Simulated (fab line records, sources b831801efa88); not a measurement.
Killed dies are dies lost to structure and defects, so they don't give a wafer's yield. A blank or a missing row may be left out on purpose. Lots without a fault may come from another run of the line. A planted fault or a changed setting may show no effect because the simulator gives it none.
fab line records | flow sky130
record lots=5 wafers=15 last_day=48
route steps=708 shown METAL2@485 VIA2@507
lots that met no fault: from a run of the same line without faults
start_h: hours from the record's first day to the start of the lot's first wafer shown | wait_h: hours since the lot's step before | " the same as in the row above | L1.1+2: a row that stands for several wafers | - no value, or no start given | * or withheld: withheld | < > ~ a bound
route shown NAME@n: a module of which the file shows steps, and the number in the route of the first | usual: mean/standard deviation of fault-free wafers | same: alike in all rows | chamber/n: place in a boat | sites: the reading at each site | _std_site: their standard deviation | _edge_site: outer sites' mean less inner sites' | radius_mm: how far each site lies from the wafer's centre | mask NAME#n: copy n | behind: the tool/chamber that last shaped the wafer | hold: why the lot was held/for how many hours/how that ended | device: the transistor (n, p or np) that didn't switch | end of line: the same wafers' tests at the end of the route | a step without rows: its recipe alone | killed: dies lost to structure and defects at the first sort, not the wafer's yield | map: a wafer's dies, x killed, . not, _ none there
set.NAME: the setting as run; set.NAME@STEP: as run at that earlier step | model.NAME: the simulator's own value behind a step, which no gauge read
lots at some steps of the route; a table a step, a row a wafer
services: from which hour (start_h, from the record's first day; less than 0 if before it) a tool's chamber was out of use, for how many hours, and why
## steps
# step SKY_METAL2_SPUTTER_02
# recipe material=AlCu target_thk_nm=250 power_w=10600 time_s=13.3 chamber_pressure_pa=0.4
# usual throttle_valve_pct=29.9/1.2
# columns lot.wafer tool chamber start_h wait_h throttle_valve_pct
L079.1 pvd_sputter-02 - 826.92 0.0 30.0
L079.3 " - " " 29.2
L079.6 " - " " 29.9
L080.1 pvd_sputter-04 - 852.37 0.0 28.7
L080.3 " - " " 31.9
L080.6 " - " " 28.5
L081.2 pvd_sputter-02 - 856.48 0.0 29.8
L081.4 " - " " 31.6
L081.5 " - " " 30.1
L082.2 pvd_sputter-03 - 869.40 0.0 28.0
L082.3 " - " " 30.9
L082.6 " - " " 28.3
L084.1 pvd_sputter-04 - 888.35 0.0 31.8
L084.2 " - " " 28.2
L084.5 " - " " 29.1
# step SKY_METAL2_SPUTTER_03
# recipe material=Ti target_thk_nm=5 power_w=3000 time_s=3.3 chamber_pressure_pa=0.4
# usual throttle_valve_pct=29.9/1.2
# columns lot.wafer tool chamber start_h wait_h throttle_valve_pct
L079.1 pvd_sputter-02 - 826.95 0.0 29.8
L079.3 " - " " 29.4
L079.6 " - " " 29.8
L080.1 pvd_sputter-04 - 852.39 0.0 28.9
L080.3 " - " " 31.9
L080.6 " - " " 28.5
L081.2 pvd_sputter-02 - 856.51 0.0 30.2
L081.4 " - " " 31.5
L081.5 " - " " 29.8
L082.2 pvd_sputter-03 - 869.42 0.0 28.2
L082.3 " - " " 31.0
L082.6 " - " " 28.2
L084.1 pvd_sputter-04 - 888.38 0.0 32.0
L084.2 " - " " 28.2
L084.5 " - " " 28.7
# step SKY_METAL2_SPUTTER_04
# recipe material=TiN target_thk_nm=70 power_w=6500 time_s=58.3 chamber_pressure_pa=0.4
# usual throttle_valve_pct=29.9/1.2
# columns lot.wafer tool chamber start_h wait_h throttle_valve_pct
L079.1 pvd_sputter-02 - 826.97 0.0 29.5
L079.3 " - " " 29.3
L079.6 " - " " 29.9
L080.1 pvd_sputter-04 - 852.41 0.0 28.8
L080.3 " - " " 31.7
L080.6 " - " " 28.6
L081.2 pvd_sputter-02 - 856.52 0.0 30.1
L081.4 " - " " 31.6
L081.5 " - " " 29.8
L082.2 pvd_sputter-03 - 869.44 0.0 28.4
L082.3 " - " " 30.9
L082.6 " - " " 28.0
L084.1 pvd_sputter-04 - 888.40 0.0 31.7
L084.2 " - " " 28.4
L084.5 " - " " 29.0
# step SKY_METAL2_RS_MEAS_05
# recipe thk_meas_gauge=four-point-probe reads=TiN_of_METAL2_SPUTTER_04+Ti_of_METAL2_SPUTTER_03+AlCu_of_METAL2_SPUTTER_02+TiN_of_METAL2_SPUTTER_01+Ti_of_METAL2_SPUTTER_00
# usual METAL2_ALCU_RS=0.1265/0.0016
# columns lot.wafer tool chamber start_h wait_h METAL2_ALCU_RS[ohm/sq]
L079.1 film_metro-03 - 827.02 0.0 0.1283
L079.3 " - " " 0.1280
L079.6 " - " " 0.1286
L080.1 film_metro-02 - 852.46 0.0 0.1264
L080.3 " - " " 0.1242
L080.6 " - " " 0.1251
L081.2 film_metro-01 - 856.59 0.0 0.1255
L081.4 " - " " 0.1267
L081.5 " - " " 0.1254
L082.2 film_metro-03 - 869.51 0.0 0.1281
L082.3 " - " " 0.1266
L082.6 " - " " 0.1279
L084.1 film_metro-01 - 888.45 0.0 0.1239
L084.2 " - " " 0.1275
L084.5 " - " " 0.1270
# step SKY_METAL2_THK_MEAS_06
# recipe thk_meas_gauge=xrf reads=AlCu_of_METAL2_SPUTTER_02
# usual METAL2_ALCU_THK=250/3.3
# columns lot.wafer tool chamber start_h wait_h METAL2_ALCU_THK[nm]
L079.1 film_metro-03 - 827.14 0.1 245
L079.3 " - " " 247
L079.6 " - " " 245
L080.1 film_metro-02 - 852.58 0.1 249
L080.3 " - " " 254
L080.6 " - " " 253
L081.2 film_metro-01 - 856.70 0.1 251
L081.4 " - " " 248
L081.5 " - " " 252
L082.2 film_metro-03 - 869.62 0.1 246
L082.3 " - " " 249
L082.6 " - " " 247
L084.1 film_metro-01 - 888.57 0.1 255
L084.2 " - " " 250
L084.5 " - " " 249
# step SKY_METAL2_DEHYDRATE_07
# recipe temp_c=200 time_s=60
# columns lot.wafer tool chamber start_h wait_h
L079.1+3+6 litho_track-03 0 840.16 13.0
L080.1+3+6 litho_track-04 0 866.31 13.7
L081.2+4+5 litho_track-01 0 869.16 12.4
L082.2+3+6 litho_track-03 0 881.08 11.5
L084.1+2+5 litho_track-03 0 899.96 11.4
# step SKY_METAL2_HMDS_08
# recipe prime_time_s=60 prime_temp_c=120
# columns lot.wafer tool chamber start_h wait_h
L079.1+3+6 litho_track-03 0 840.31 0.1
L080.1+3+6 litho_track-04 0 866.46 0.1
L081.2+4+5 litho_track-01 0 869.31 0.1
L082.2+3+6 litho_track-03 0 881.23 0.1
L084.1+2+5 litho_track-03 0 900.11 0.1
# step SKY_METAL2_COAT_09
# recipe resist=BARC temp_c=withheld time_s=withheld spin_rpm=3000 resist_thk_nm=60
# columns lot.wafer tool chamber start_h wait_h
L079.1+3+6 litho_track-03 0 840.46 0.1
L080.1+3+6 litho_track-04 0 866.61 0.1
L081.2+4+5 litho_track-01 0 869.46 0.1
L082.2+3+6 litho_track-03 0 881.38 0.1
L084.1+2+5 litho_track-03 0 900.26 0.1
# step SKY_METAL2_COAT_10
# recipe resist=KrF-thick spin_rpm=3000 resist_thk_nm=450
# columns lot.wafer tool chamber start_h wait_h
L079.1+3+6 litho_track-03 0 - -
L080.1+3+6 litho_track-04 0 - -
L081.2+4+5 litho_track-01 0 - -
L082.2+3+6 litho_track-03 0 - -
L084.1+2+5 litho_track-03 0 - -
# step SKY_METAL2_SOFTBAKE_11
# recipe temp_c=100 time_s=90 resist=KrF-thick
# columns lot.wafer tool chamber start_h wait_h
L079.1+3+6 litho_track-03 0 - -
L080.1+3+6 litho_track-04 0 - -
L081.2+4+5 litho_track-01 0 - -
L082.2+3+6 litho_track-03 0 - -
L084.1+2+5 litho_track-03 0 - -
# step SKY_METAL2_EXPOSE_12
# recipe mask_id=MM2 na=0.8 source_shape=annular sigma_inner=0.55 sigma_outer=0.85 target_cd_nm=140 dose_mj=28
# same sigma_inner=0.55
# columns lot.wafer tool chamber start_h wait_h mask
L079.1+3+6 krf_scanner-02 0 - - MM2#0
L080.1+3+6 krf_scanner-01 0 - - MM2#0
L081.2+4+5 krf_scanner-01 0 - - MM2#0
L082.2+3+6 krf_scanner-02 0 - - MM2#0
L084.1+2+5 krf_scanner-02 0 - - MM2#0
# step SKY_METAL2_PEB_13
# recipe peb_temp_c=withheld peb_time_s=withheld resist=KrF-thick
# columns lot.wafer tool chamber start_h wait_h
L079.1+3+6 litho_track-03 0 - -
L080.1+3+6 litho_track-03 0 - -
L081.2+4+5 litho_track-04 0 - -
L082.2+3+6 litho_track-04 0 - -
L084.1+2+5 litho_track-03 0 - -
# step SKY_METAL2_DEVELOP_14
# recipe develop_time_s=60 resist=KrF-thick dev_temp_c=21
# columns lot.wafer tool chamber start_h wait_h
L079.1+3+6 litho_track-03 0 - -
L080.1+3+6 litho_track-03 0 - -
L081.2+4+5 litho_track-04 0 - -
L082.2+3+6 litho_track-04 0 - -
L084.1+2+5 litho_track-03 0 - -
# step SKY_METAL2_CD_MEAS_15
# recipe target_cd_nm=140
# usual cd_nm=139.4/1.5
# columns lot.wafer tool chamber start_h wait_h cd_nm
L079.1 cd_sem-02 - 852.76 - 136.5
L079.3 " - " " 137.7
L079.6 " - " " 136.6
L080.1 cd_sem-01 - 879.21 - 137.6
L080.3 " - " " 139.0
L080.6 " - " " 139.0
L081.2 cd_sem-02 - 882.03 - 141.3
L081.4 " - " " 140.4
L081.5 " - " " 140.6
L082.2 cd_sem-01 - 895.08 - 138.1
L082.3 " - " " 138.7
L082.6 " - " " 138.4
L084.1 cd_sem-01 - 913.66 - 138.7
L084.2 " - " " 140.2
L084.5 " - " " 140.4
# step SKY_METAL2_OVL_MEAS_16
# usual METAL2_OVL=-2/7
# columns lot.wafer tool chamber start_h wait_h METAL2_OVL[nm]
L079.1 overlay-02 - 852.88 0.1 12
L079.3 " - " " 7
L079.6 " - " " -7
L080.1 overlay-02 - 879.33 0.1 3
L080.3 " - " " -1
L080.6 " - " " 7
L081.2 overlay-02 - 882.14 0.1 -6
L081.4 " - " " -6
L081.5 " - " " 3
L082.2 overlay-02 - 895.19 0.1 -12
L082.3 " - " " -4
L082.6 " - " " -13
L084.1 overlay-02 - 913.78 0.1 -4
L084.2 " - " " -2
L084.5 " - " " -2
# step SKY_METAL2_DESCUM_17
# recipe chemistry=O2 source_power_w=150 bias_power_w=0 pressure_mtorr=10 temp_c=40 time_s=8
# usual chamber_pressure_mTorr=9.998/0.0085 drypump_motor_current_A=5.7/0.32 oes_product_au=0.995/0.011 rf_fwd_power_W=147.0/0.73
# columns lot.wafer tool chamber start_h wait_h chamber_pressure_mTorr drypump_motor_current_A oes_product_au rf_fwd_power_W rf_hours_counter_h
L079.1 rie_metal-02 1 852.92 0.0 10.002 6.1 0.996 147.2 20
L079.3 " 1 " " 10.000 6.1 0.997 147.4 -
L079.6 " 0 " " 10.003 6.0 1.010 145.8 -
L080.1 rie_metal-01 0 879.37 0.0 9.994 5.8 1.005 146.7 15
L080.3 " 0 " " 10.009 5.8 1.005 148.0 -
L080.6 " 0 " " 10.002 5.8 1.012 146.9 -
L081.2 rie_metal-01 1 882.17 0.0 9.984 5.3 0.976 147.3 14
L081.4 " 1 " " 10.014 5.3 0.984 146.6 -
L081.5 " 1 " " 9.995 5.3 0.985 147.0 -
L082.2 rie_metal-02 0 895.23 0.0 10.012 6.0 1.011 146.6 -
L082.3 " 0 " " 10.000 6.0 1.017 146.3 -
L082.6 " 0 " " 10.011 6.0 1.011 146.3 -
L084.1 rie_metal-03 1 913.82 0.0 9.994 6.0 0.996 146.8 12
L084.2 " 1 " " 9.995 6.0 0.988 146.8 -
L084.5 " 1 " " 9.976 5.9 0.979 146.4 -
# step SKY_METAL2_ETCH_18
# recipe chemistry=N2/H2 target=BARC ion_energy_ev=200 bias_w=100 pressure_mtorr=30 n2_flow_sccm=100 h2_flow_sccm=200 icp_w=500 stop_on=SiO2 time_s=45.9 target_depth_a=600
# usual chamber_pressure_mTorr=29.998/0.03 drypump_motor_current_A=5.7/0.32 oes_product_au=0.855/0.0048 rf_fwd_power_W=494.8/1.8 throttle_valve_pct=13.226/0.0098
# columns lot.wafer tool chamber start_h wait_h chamber_pressure_mTorr drypump_motor_current_A oes_product_au rf_fwd_power_W rf_hours_counter_h throttle_valve_pct
L079.1 rie_metal-02 1 852.95 0.0 30.012 6.2 0.852 494.6 20 13.226
L079.3 " 1 " " 29.964 6.2 0.862 494.0 - 13.216
L079.6 " 0 " " 30.023 6.0 0.853 494.3 - 13.216
L080.1 rie_metal-01 0 879.40 0.0 29.972 5.8 0.850 494.7 15 13.212
L080.3 " 0 " " 30.025 5.8 0.867 497.2 - 13.226
L080.6 " 0 " " 29.976 5.8 0.866 497.6 - 13.224
L081.2 rie_metal-01 1 882.20 0.0 30.039 5.3 0.848 494.3 14 13.237
L081.4 " 1 " " 30.018 5.3 0.857 494.1 - 13.236
L081.5 " 1 " " 29.996 5.3 0.849 492.6 - 13.214
L082.2 rie_metal-02 0 895.30 0.1 29.956 6.0 0.852 492.9 - 13.226
L082.3 " 0 " " 30.014 6.1 0.854 493.8 - 13.236
L082.6 " 0 " " 29.987 6.1 0.846 492.7 - 13.199
L084.1 rie_metal-03 1 913.88 0.1 29.999 6.0 0.853 493.9 12 13.206
L084.2 " 1 " " 30.010 6.0 0.858 492.6 - 13.220
L084.5 " 1 " " 30.006 6.0 0.847 492.7 - 13.235
# step SKY_METAL2_METAL_ETCH_19
# recipe target_depth_a=3600 stop_on=SiO2 over_etch_frac=0.3 time_s=78 chemistry=Cl2/BCl3 resist_sidewall_deg=88 pressure_mtorr=10 icp_w=900 bias_w=48.5 Cl2_flow_sccm=60 bcl3_flow_sccm=30
# usual chamber_pressure_mTorr=10.001/0.0092 drypump_motor_current_A=5.7/0.32 mfc_cl2_sccm=60.02/0.2 oes_product_au=0.855/0.0055 rf_fwd_power_W=893.3/2.8 throttle_valve_pct=22.265/0.0085
# columns lot.wafer tool chamber start_h wait_h chamber_pressure_mTorr drypump_motor_current_A mfc_cl2_sccm oes_product_au rf_fwd_power_W rf_hours_counter_h throttle_valve_pct
L079.1 rie_metal-02 1 853.01 0.0 9.996 6.1 60.09 0.860 895.6 20 22.249
L079.3 " 1 " " 9.997 6.1 60.07 0.847 892.3 - 22.264
L079.6 " 0 " " 9.998 6.0 60.05 0.851 896.2 - 22.256
L080.1 rie_metal-01 0 879.46 0.0 10.006 5.8 59.91 0.856 898.3 15 22.265
L080.3 " 0 " " 9.999 5.8 59.91 0.864 896.7 - 22.248
L080.6 " 0 " " 10.002 5.8 59.73 0.852 896.9 - 22.266
L081.2 rie_metal-01 1 882.27 0.0 10.014 5.3 60.17 0.855 894.8 14 22.266
L081.4 " 1 " " 10.001 5.2 59.97 0.857 897.1 - 22.262
L081.5 " 1 " " 9.995 5.2 60.37 0.854 896.0 - 22.267
L082.2 rie_metal-02 0 895.44 0.1 10.006 6.0 59.80 0.851 897.6 - 22.263
L082.3 " 0 " " 10.012 6.0 59.63 0.855 898.6 - 22.271
L082.6 " 0 " " 9.997 6.0 59.63 0.857 896.8 - 22.262
L084.1 rie_metal-03 1 914.01 0.1 10.007 6.0 60.22 0.868 896.6 12 22.259
L084.2 " 1 " " 10.001 6.0 60.12 0.850 893.0 - 22.258
L084.5 " 1 " " 10.004 6.0 60.18 0.851 891.9 - 22.252
# step SKY_METAL2_STRIP_20
# recipe chemistry=O2/N2 power_w=1400 pressure_mtorr=1500 platen_temp_c=withheld o2_flow_sccm=3000 n2_flow_sccm=300 overash_fraction=0.5
# usual chamber_pressure_mTorr=1500.1/1.5 drypump_motor_current_A=5.8/0.33 oes_product_au=0.344/0.0048 strip_time_to_endpoint_s=2.73/0.049
# columns lot.wafer tool chamber start_h wait_h chamber_pressure_mTorr drypump_motor_current_A oes_product_au rf_hours_counter_h strip_time_to_endpoint_s
L079.1 plasma_asher-04 1 853.10 0.1 1499.9 5.3 0.343 72 2.75
L079.3 " 1 " " 1500.2 5.3 0.344 - 2.73
L079.6 " 0 " " 1503.2 5.8 0.337 - 2.65
L080.1 plasma_asher-04 1 879.55 0.1 1501.0 5.3 0.342 74 2.62
L080.3 " 0 " " 1500.9 5.8 0.334 - 2.62
L080.6 " 1 " " 1498.7 5.3 0.343 - 2.65
L081.2 plasma_asher-02 1 882.36 0.1 1502.2 5.4 0.336 45 2.72
L081.4 " 0 " " 1498.7 6.2 0.347 - 2.74
L081.5 " 1 " " 1499.4 5.4 0.337 - 2.71
L082.2 plasma_asher-02 1 895.59 0.1 1499.4 5.4 0.338 46 2.61
L082.3 " 0 " " 1500.4 6.2 0.336 - 2.64
L082.6 " 1 " " 1499.6 5.4 0.339 - 2.64
L084.1 plasma_asher-02 1 914.19 0.1 1499.5 5.4 0.345 48 2.76
L084.2 " 0 " " 1500.8 6.3 0.349 48 2.77
L084.5 " 1 " " 1499.5 5.4 0.342 - 2.74
# step SKY_METAL2_STRIP_21
# recipe chemistry=post_etch_residue_remover time_s=1200 temp_c=72.5
# columns lot.wafer tool chamber start_h wait_h
L079.1+3+6 wet_bench-02 0 853.20 0.1
L080.1+3+6 wet_bench-03 1 879.65 0.1
L081.2+4+5 wet_bench-03 3 882.46 0.1
L082.2+3+6 wet_bench-02 1 895.69 0.1
L084.1+2+5 wet_bench-03 3 914.29 0.1
# step SKY_METAL2_CLEAN_22
# recipe chemistry=IPA time_s=180 temp_c=25
# columns lot.wafer tool chamber start_h wait_h
L079.1+3+6 wet_bench-01 1 853.57 0.0
L080.1+3+6 wet_bench-02 3 879.99 0.0
L081.2+4+5 wet_bench-01 0 882.80 0.0
L082.2+3+6 wet_bench-03 1 896.37 0.0
L084.1+2+5 wet_bench-02 1 914.63 0.0
# step SKY_METAL2_CLEAN_23
# recipe chemistry=O3/DIW dry=n2_spin
# columns lot.wafer tool chamber start_h wait_h
L079.1+3+6 wet_bench-02 0 853.63 0.0
L080.1+3+6 wet_bench-03 0 880.05 0.0
L081.2+4+5 wet_bench-03 0 882.86 0.0
L082.2+3+6 wet_bench-02 3 896.43 0.0
L084.1+2+5 wet_bench-03 1 914.69 0.0
# step SKY_VIA2_HDPCVD_00
# recipe material=SiO2 target_thk_nm=1180 sigma_open_frac=0.3 time_s=196.7 temp_c=400 sih4_flow_sccm=60 pressure_mtorr=6
# usual susceptor_temp_C=400.01/0.2
# columns lot.wafer tool chamber start_h wait_h susceptor_temp_C
L079.1 hdpcvd-02 2 853.73 0.0 399.88
L079.3 " 1 " " 399.97
L079.6 " 2 " " 400.27
L080.1 hdpcvd-02 1 880.14 0.0 399.71
L080.3 " 2 " " 399.96
L080.6 " 1 " " 399.78
L081.2 hdpcvd-02 2 882.95 0.0 399.89
L081.4 " 1 " " 400.41
L081.5 " 2 " " 400.19
L082.2 hdpcvd-01 0 896.52 0.0 400.24
L082.3 " 1 " " 400.08
L082.6 " 1 " " 400.06
L084.1 hdpcvd-01 0 914.78 0.0 400.26
L084.2 " 2 " " 399.78
L084.5 " 1 " " 400.13
# step SKY_VIA2_THK_MEAS_01
# recipe reads=SiO2_of_VIA2_HDPCVD_00
# usual VIA2_HDPCVD_THK=1184/14
# columns lot.wafer tool chamber start_h wait_h VIA2_HDPCVD_THK[nm]
L079.1 film_metro-03 - 853.86 0.1 1164
L079.3 " - " " 1183
L079.6 " - " " 1158
L080.1 film_metro-04 - 880.27 0.1 1189
L080.3 " - " " 1158
L080.6 " - " " 1184
L081.2 film_metro-03 - 883.09 0.1 1175
L081.4 " - " " 1203
L081.5 " - " " 1167
L082.2 film_metro-04 - 896.66 0.1 1199
L082.3 " - " " 1190
L082.6 " - " " 1196
L084.1 film_metro-04 - 914.91 0.1 1189
L084.2 " - " " 1199
L084.5 " - " " 1182
# step SKY_VIA2_CMP_02
# recipe material=SiO2 down_force_psi=4 platen_rpm=60 pad_velocity_m_s=0.94248
# usual motor_current_A=12.1/1.1
# columns lot.wafer tool chamber start_h wait_h motor_current_A
L079.1 cmp-01 1 853.97 0.1 11.1
L079.3 " 2 " " 11.4
L079.6 " 1 " " 10.5
L080.3 cmp-01 0 880.38 0.1 12.6
L080.1 " 2 " " 10.8
L080.6 " 3 " " 10.3
L081.4 cmp-02 1 883.14 0.0 13.2
L081.2 " 0 " " 12.8
L081.5 " 2 " " 13.1
L082.2 cmp-02 2 896.98 0.3 12.9
L082.3 " 3 " " 12.5
L082.6 " 1 " " 13.0
L084.2 cmp-01 1 914.97 0.0 10.3
L084.1 " 3 " " 10.8
L084.5 " 2 " " 10.8
# step SKY_VIA2_BOW_MEAS_03
# recipe mode=bow
# usual VIA2_BOW=86/7.5
# columns lot.wafer tool chamber start_h wait_h VIA2_BOW[um]
L079.1 film_metro-04 - 854.22 0.2 93
L079.3 " - " " 107
L079.6 " - " " 100
L080.1 film_metro-02 - 880.63 0.1 96
L080.3 " - " " 81
L080.6 " - " " 87
L081.2 film_metro-04 - 883.46 0.1 88
L081.4 " - " " 89
L081.5 " - " " 85
L082.2 film_metro-03 - 897.25 0.2 93
L082.3 " - " " 84
L082.6 " - " " 86
L084.1 film_metro-04 - 915.27 0.1 88
L084.2 " - " " 96
L084.5 " - " " 102
# step SKY_VIA2_DEHYDRATE_04
# recipe temp_c=200 time_s=60
# columns lot.wafer tool chamber start_h wait_h
L079.1+3+6 litho_track-02 0 867.50 13.3
L080.1+3+6 litho_track-03 0 893.41 12.8
L081.2+4+5 litho_track-04 0 895.99 12.5
L082.2+3+6 litho_track-03 0 908.64 11.4
L084.1+2+5 litho_track-02 0 926.00 10.7
# step SKY_VIA2_HMDS_05
# recipe prime_time_s=60 prime_temp_c=120
# columns lot.wafer tool chamber start_h wait_h
L079.1+3+6 litho_track-02 0 867.65 0.1
L080.1+3+6 litho_track-03 0 893.56 0.1
L081.2+4+5 litho_track-04 0 896.14 0.1
L082.2+3+6 litho_track-03 0 908.79 0.1
L084.1+2+5 litho_track-02 0 926.15 0.1
# step SKY_VIA2_COAT_06
# recipe resist=BARC temp_c=withheld time_s=withheld spin_rpm=3000 resist_thk_nm=60
# columns lot.wafer tool chamber start_h wait_h
L079.1+3+6 litho_track-02 0 867.80 0.1
L080.1+3+6 litho_track-03 0 893.71 0.1
L081.2+4+5 litho_track-04 0 896.29 0.1
L082.2+3+6 litho_track-03 0 908.94 0.1
L084.1+2+5 litho_track-02 0 926.30 0.1
# step SKY_VIA2_COAT_07
# recipe resist=KrF-thick spin_rpm=3000 resist_thk_nm=450
# columns lot.wafer tool chamber start_h wait_h
L079.1+3+6 litho_track-02 0 - -
L080.1+3+6 litho_track-03 0 - -
L081.2+4+5 litho_track-04 0 - -
L082.2+3+6 litho_track-03 0 - -
L084.1+2+5 litho_track-02 0 - -
# step SKY_VIA2_SOFTBAKE_08
# recipe temp_c=100 time_s=90 resist=KrF-thick
# columns lot.wafer tool chamber start_h wait_h
L079.1+3+6 litho_track-02 0 - -
L080.1+3+6 litho_track-03 0 - -
L081.2+4+5 litho_track-04 0 - -
L082.2+3+6 litho_track-03 0 - -
L084.1+2+5 litho_track-02 0 - -
# step SKY_VIA2_EXPOSE_09
# recipe mask_id=VIM2 na=0.8 source_shape=annular sigma_inner=0.55 sigma_outer=0.85 target_cd_nm=200 dose_mj=38
# same sigma_inner=0.55
# columns lot.wafer tool chamber start_h wait_h mask
L079.1+3+6 krf_scanner-02 0 - - VIM2#0
L080.1+3+6 krf_scanner-02 0 - - VIM2#0
L081.2+4+5 krf_scanner-02 0 - - VIM2#0
L082.2+3+6 krf_scanner-01 0 - - VIM2#0
L084.1+2+5 krf_scanner-01 0 - - VIM2#0
# step SKY_VIA2_PEB_10
# recipe peb_temp_c=withheld peb_time_s=withheld resist=KrF-thick
# columns lot.wafer tool chamber start_h wait_h
L079.1+3+6 litho_track-02 0 - -
L080.1+3+6 litho_track-03 0 - -
L081.2+4+5 litho_track-03 0 - -
L082.2+3+6 litho_track-02 0 - -
L084.1+2+5 litho_track-03 0 - -
# step SKY_VIA2_DEVELOP_11
# recipe develop_time_s=60 resist=KrF-thick dev_temp_c=21
# columns lot.wafer tool chamber start_h wait_h
L079.1+3+6 litho_track-02 0 - -
L080.1+3+6 litho_track-03 0 - -
L081.2+4+5 litho_track-03 0 - -
L082.2+3+6 litho_track-02 0 - -
L084.1+2+5 litho_track-03 0 - -
# step SKY_VIA2_CD_MEAS_12
# recipe target_cd_nm=200
# usual cd_nm=199.7/1.5
# columns lot.wafer tool chamber start_h wait_h cd_nm
L079.1 cd_sem-01 - 880.18 - 201.1
L079.3 " - " " 201.5
L079.6 " - " " 200.4
L080.1 cd_sem-01 - 905.66 - 201.5
L080.3 " - " " 201.0
L080.6 " - " " 202.8
L081.2 cd_sem-01 - 908.63 - 200.5
L081.4 " - " " 200.9
L081.5 " - " " 201.0
L082.2 cd_sem-01 - 922.02 - 199.6
L082.3 " - " " 201.8
L082.6 " - " " 199.0
L084.1 cd_sem-01 - 939.76 - 201.8
L084.2 " - " " 200.5
L084.5 " - " " 199.8
# step SKY_VIA2_OVL_MEAS_13
# usual VIA2_OVL=0/4.9
# columns lot.wafer tool chamber start_h wait_h VIA2_OVL[nm]
L079.1 overlay-02 - 880.30 0.1 5
L079.3 " - " " 7
L079.6 " - " " 0
L080.1 overlay-01 - 905.78 0.1 -2
L080.3 " - " " -1
L080.6 " - " " 3
L081.2 overlay-02 - 908.74 0.1 1
L081.4 " - " " 1
L081.5 " - " " 8
L082.2 overlay-02 - 922.13 0.1 -1
L082.3 " - " " 0
L082.6 " - " " 3
L084.1 overlay-02 - 939.88 0.1 -5
L084.2 " - " " -1
L084.5 " - " " -7
# step SKY_VIA2_ETCH_14
# recipe chemistry=N2/H2 target=BARC ion_energy_ev=200 source_w=500 bias_w=100 pressure_mtorr=30 n2_flow_sccm=100 h2_flow_sccm=200 stop_on=SiO2 time_s=45.9 target_depth_a=600
# usual chamber_pressure_mTorr=30.00/0.038 drypump_motor_current_A=6.1/0.33 oes_product_au=0.855/0.0046 rf_fwd_power_W=494.8/2.1 throttle_valve_pct=13.226/0.0091
# columns lot.wafer tool chamber start_h wait_h chamber_pressure_mTorr drypump_motor_current_A oes_product_au rf_fwd_power_W rf_hours_counter_h throttle_valve_pct
L079.1 rie_diel-03 0 880.34 0.0 29.97 5.9 0.855 498.1 16 13.216
L079.3 " 3 " " 30.02 6.3 0.855 490.9 - 13.226
L079.6 " 3 " " 29.98 6.3 0.849 492.0 - 13.227
L080.1 rie_diel-02 1 905.82 0.0 30.03 6.1 0.858 494.4 19 13.232
L080.3 " 0 " " 30.04 5.6 0.860 493.8 22 13.230
L080.6 " 1 " " 30.02 6.1 0.853 494.1 - 13.213
L081.2 rie_diel-02 1 908.77 0.0 30.01 6.1 0.857 497.4 20 13.205
L081.4 " 2 " " 29.96 6.3 0.856 494.1 15 13.225
L081.5 " 1 " " 30.01 6.1 0.857 495.7 - 13.233
L082.2 rie_diel-03 1 922.16 0.0 30.04 6.2 0.855 496.0 28 13.217
L082.3 " 3 " " 29.95 6.3 0.855 491.2 19 13.214
L082.6 " 3 " " 29.99 6.3 0.856 494.0 - 13.230
L084.1 rie_diel-03 1 939.92 0.0 30.00 6.2 0.857 496.0 28 13.231
L084.2 " 3 " " 30.05 6.3 0.851 491.6 19 13.236
L084.5 " 2 " " 30.03 6.3 0.857 499.6 - 13.231
# step SKY_VIA2_ETCH_15
# recipe target=SiO2 chemistry=C4F8/O2/Ar target_depth_nm=546 stop_on=TiN mask_material=KrF-thick source_w=1500 bias_w=1200 pressure_mtorr=40 c4f8_flow_sccm=withheld O2_flow_sccm=6 Ar_flow_sccm=300 time_s=84
# usual chamber_pressure_mTorr=40.00/0.031 oes_product_au=0.940/0.0046 rf_fwd_power_W=1489/4.9
# columns lot.wafer tool chamber start_h wait_h chamber_pressure_mTorr oes_product_au rf_fwd_power_W rf_hours_counter_h
L079.1 rie_diel-03 0 880.40 0.0 40.02 0.946 1491 16
L079.3 " 3 " " 40.01 0.941 1490 -
L079.6 " 3 " " 40.02 0.944 1486 -
L080.1 rie_diel-02 1 905.86 0.0 39.99 0.940 1492 19
L080.3 " 0 " " 40.02 0.937 1481 22
L080.6 " 1 " " 40.03 0.934 1493 -
L081.2 rie_diel-02 1 908.81 0.0 40.05 0.939 1481 20
L081.4 " 2 " " 40.02 0.931 1488 15
L081.5 " 1 " " 39.95 0.938 1486 -
L082.2 rie_diel-03 1 922.20 0.0 40.02 0.945 1490 28
L082.3 " 3 " " 39.97 0.934 1484 19
L082.6 " 3 " " 40.03 0.940 1480 -
L084.1 rie_diel-03 1 939.96 0.0 39.98 0.941 1495 28
L084.2 " 3 " " 40.04 0.939 1484 19
L084.5 " 2 " " 39.98 0.937 1495 -
## services
# columns tool chamber start_h hours kind
rie_diel-02 2 814.58 6.8 repair
krf_scanner-01 - 820.54 0.8 pm
krf_scanner-02 - 824.29 0.8 pm
krf_scanner-01 - 827.67 7.0 repair
rie_metal-01 0 832.89 21.3 repair
krf_scanner-02 - 846.94 0.7 repair
rie_diel-03 1 852.17 34.2 repair
krf_scanner-01 - 857.82 0.2 repair
rie_metal-02 1 863.70 17.8 repair
rie_diel-02 2 867.48 40.0 repair
krf_scanner-02 - 869.58 1.3 pm
rie_metal-01 - 870.58 0.6 repair
rie_diel-03 2 873.53 7.4 repair
krf_scanner-02 - 883.38 4.3 repair
pvd_sputter-04 - 883.74 1.3 repair
krf_scanner-01 - 887.73 3.6 pm
krf_scanner-01 - 891.28 1.3 pm
cmp-01 - 892.20 5.7 pm
rie_diel-03 2 911.60 10.3 repair
krf_scanner-01 - 918.97 1.0 pm
rie_metal-01 - 935.88 0.3 repair
wet_bench-03 - 938.86 2.2 repair
rie_diel-02 0 939.08 9.1 repair
cmp-01 - 939.52 1.2 repair
## key
fault none
